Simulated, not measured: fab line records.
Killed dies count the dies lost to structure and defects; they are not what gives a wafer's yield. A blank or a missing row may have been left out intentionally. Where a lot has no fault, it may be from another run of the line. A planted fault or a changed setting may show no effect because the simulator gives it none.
Matching of chambers / flow gf180mcu / 4 sister chambers for GF_SAB_ETCH_11 on rie diel-01
The step etches SiO2 in C4F8/O2/Ar, target depth 55 nm, time 8.5 s. 8 wafers are shown with their chamber, then 8 later ones without.

EACH WAFER AND ITS CHAMBER
wafer=L078.3; chamber=1; oes product au (a.u.)=0.997
wafer=L080.4; chamber=2; oes product au (a.u.)=1.014
wafer=L080.5; chamber=3; oes product au (a.u.)=1.019
wafer=L080.6; chamber=0; oes product au (a.u.)=1.021
wafer=L083.1; chamber=0; oes product au (a.u.)=1.016
wafer=L083.2; chamber=1; oes product au (a.u.)=0.981
wafer=L083.3; chamber=2; oes product au (a.u.)=1.006
wafer=L083.4; chamber=3; oes product au (a.u.)=1.021

WAFERS WITH NO CHAMBER GIVEN
wafer=L083.5; oes product au (a.u.)=0.975
wafer=L083.6; oes product au (a.u.)=1.017
wafer=L087.1; oes product au (a.u.)=1.001
wafer=L087.2; oes product au (a.u.)=1.014
wafer=L087.3; oes product au (a.u.)=0.989
wafer=L087.4; oes product au (a.u.)=1.021
wafer=L087.5; oes product au (a.u.)=1.017
wafer=L087.6; oes product au (a.u.)=1.011

EACH ONE'S CHAMBER
wafer=L083.5; from the rows above=1; in truth=1
wafer=L083.6; from the rows above=can't be placed: 0 or 3 or 2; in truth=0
wafer=L087.1; from the rows above=can't be placed: 2 or 1 or 0 or 3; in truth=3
wafer=L087.2; from the rows above=can't be placed: 2 or 0 or 3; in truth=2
wafer=L087.3; from the rows above=1; in truth=1
wafer=L087.4; from the rows above=can't be placed: 3 or 0 or 2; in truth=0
wafer=L087.5; from the rows above=can't be placed: 0 or 3 or 2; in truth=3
wafer=L087.6; from the rows above=can't be placed: 2 or 0 or 3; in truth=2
Correct placement for 2 of the 8. These rows do not allow placing 6 (true chamber among the candidates in 6). 0 placed wrongly.
How it was worked out, from the rows above alone: a wafer's distance from a chamber is the root of the sum, over the readings, of the square of ((its reading less the chamber's mean) divided by the reading's scatter). The wafer belongs to the nearest chamber; if the next one is less than 2 further off, it can't be placed. For every chamber, the mean is computed from those of its wafers that are shown. The scatter is the square root of a quotient: the sum, over the shown wafers, of each reading's squared deviation from its chamber's mean, divided by wafers minus chambers.
